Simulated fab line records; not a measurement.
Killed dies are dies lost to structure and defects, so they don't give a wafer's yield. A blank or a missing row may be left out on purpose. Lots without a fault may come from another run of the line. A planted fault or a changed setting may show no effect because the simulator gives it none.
A single fault, viewed from 2 desks -- flow sky130 -- each desk has only its own numbers; what lay behind them comes last

== THE METROLOGY DESK ==
What the gauges read for every lot (on any tool): the sampled wafers with a number, averaged. If a lot's mean is further than 4 standard deviations from the usual mean, the lot is out of limits and carries the mark OUT (the distance appears in the brackets).
Columns: A = cd nm at SKY_FIELD_ISO_CD_MEAS_13, usual 149.6 nm
lot,first seen here,A
L172,day 2 03:59,148.3
L179,day 3 18:14,150.4
L186,day 5 06:47,149.7
L187,day 5 12:10,150.2
L192,day 6 12:15,149.5
L194,day 7 01:28,149.5
This desk's verdict: no lot among the 6 shows anything out of limits.

== AT THE TOOL OWNER'S DESK: rie si-02 ==
The tool's own readings at SKY_FIELD_ISO_ETCH_17 (etches Si in HBr/Cl2/O2, target depth 342 nm, time 97.7 s): means of the sampled wafers that have a number, for each lot that ran on this tool. If a lot's mean is further than 4 standard deviations from the usual mean, the lot is out of limits and carries the mark OUT (the distance appears in the brackets).
Columns: A = O2_flow_sccm at SKY_FIELD_ISO_ETCH_17, usual 5.999 sccm; B = drypump motor current A at SKY_FIELD_ISO_ETCH_17, usual 5.8 A; C = oes product au at SKY_FIELD_ISO_ETCH_17, usual 0.993 a.u.; D = run length s at SKY_FIELD_ISO_ETCH_17, usual 125.8 s; E = throttle valve pct at SKY_FIELD_ISO_ETCH_17, usual 25.660 %
lot,first seen here,A,B,C,D,E
L179,day 3 18:30,5.991,6.5,0.995,125.9,25.662
L186,day 5 07:05,5.993,6.5,0.996,126.8,25.660
L187,day 5 12:26,6.005,6.4,0.997,127.2,25.644
This desk's verdict: no lot among the 3 shows anything out of limits.

== BROUGHT TOGETHER ==
Nothing out of limits was seen by the metrology desk.
Nothing out of limits was seen by the tool owner's desk.

== WHAT WAS PUT IN BY THE SIMULATOR ==
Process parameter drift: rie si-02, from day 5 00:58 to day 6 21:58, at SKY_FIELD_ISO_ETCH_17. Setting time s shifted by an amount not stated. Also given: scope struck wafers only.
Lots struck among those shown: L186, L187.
